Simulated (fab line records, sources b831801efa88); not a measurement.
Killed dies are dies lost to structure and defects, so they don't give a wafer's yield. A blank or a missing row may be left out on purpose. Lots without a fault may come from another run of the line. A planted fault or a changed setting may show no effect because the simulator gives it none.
Chamber matching | flow gf180mcu | GF_V3_CMP_26 on cmp-01: 4 sister chambers
The step polishes, stops on SiO2, t overpolish 15 s, target thk 0 nm. 15 wafers are shown with their chamber, then 7 later ones without.

WAFERS WITH THEIR CHAMBER
wafer  | chamber | motor_current_A (A) | time_to_endpoint_s (s) | overpolish_run_s (s)
L757.2 | 3       | 9.0                 | 87                     | 14.980
L757.3 | 1       | 10.4                | 82                     | 15.020
L757.5 | 3       | 8.7                 | 86                     | 15.002
L758.1 | 2       | 12.1                | 91                     | 14.999
L758.2 | 1       | 10.1                | 90                     | 15.007
L758.3 | 3       | 8.8                 | 93                     | 14.993
L759.1 | 3       | 8.9                 | 90                     | 15.014
L759.3 | 1       | 9.9                 | 86                     | 14.992
L759.4 | 0       | 8.4                 | 89                     | 14.984
L760.3 | 1       | 10.4                | 90                     | 15.015
L760.5 | 2       | 12.8                | 92                     | 14.987
L760.6 | 3       | 9.1                 | 96                     | 14.994
L762.2 | 3       | 8.7                 | 89                     | 14.990
L762.3 | 1       | 10.6                | 85                     | 15.005
L762.5 | 0       | 9.3                 | 85                     | 15.001

SIGNATURES (means of the wafers above)
reading            | chamber 0 | chamber 1 | chamber 2 | chamber 3 | scatter within a chamber
motor_current_A    | 8.850     | 10.280    | 12.450    | 8.867     | 0.315
time_to_endpoint_s | 87.00     | 86.60     | 91.50     | 90.17     | 3.39
overpolish_run_s   | 14.99250  | 15.00780  | 14.99300  | 14.99550  | 0.011
Rule: a wafer's distance from a chamber is the root of the sum, over the readings, of the square of ((its reading less the chamber's mean) divided by the reading's scatter). The wafer belongs to the nearest chamber; if the next one is less than 2 further off, it can't be placed. The scatter: the root of (the sum of the squares of (reading less its chamber's mean) over the shown wafers, divided by (wafers less chambers)).

WAFERS WITHOUT THEIR CHAMBER
wafer  | motor_current_A (A) | time_to_endpoint_s (s) | overpolish_run_s (s)
L763.4 | 8.4                 | 84                     | 15.005
L763.5 | 8.8                 | 88                     | 14.999
L763.6 | 8.8                 | 86                     | 15.005
L771.3 | 12.2                | 86                     | 15.002
L771.5 | 12.5                | 87                     | 15.009
L773.2 | 8.8                 | 85                     | 14.996
L773.5 | 8.7                 | 83                     | 14.998

WHICH CHAMBER EACH WENT THROUGH
wafer  | from the rows above     | in truth
L763.4 | can't be placed: 0 or 3 | 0
L763.5 | can't be placed: 0 or 3 | 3
L763.6 | can't be placed: 0 or 3 | 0
L771.3 | 2                       | 2
L771.5 | 2                       | 2
L773.2 | can't be placed: 0 or 3 | 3
L773.5 | can't be placed: 0 or 3 | 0
Placed correctly: 2 of 7. Can't be placed from these rows: 5 (the true chamber is among the candidates in 5). Placed wrongly: 0.
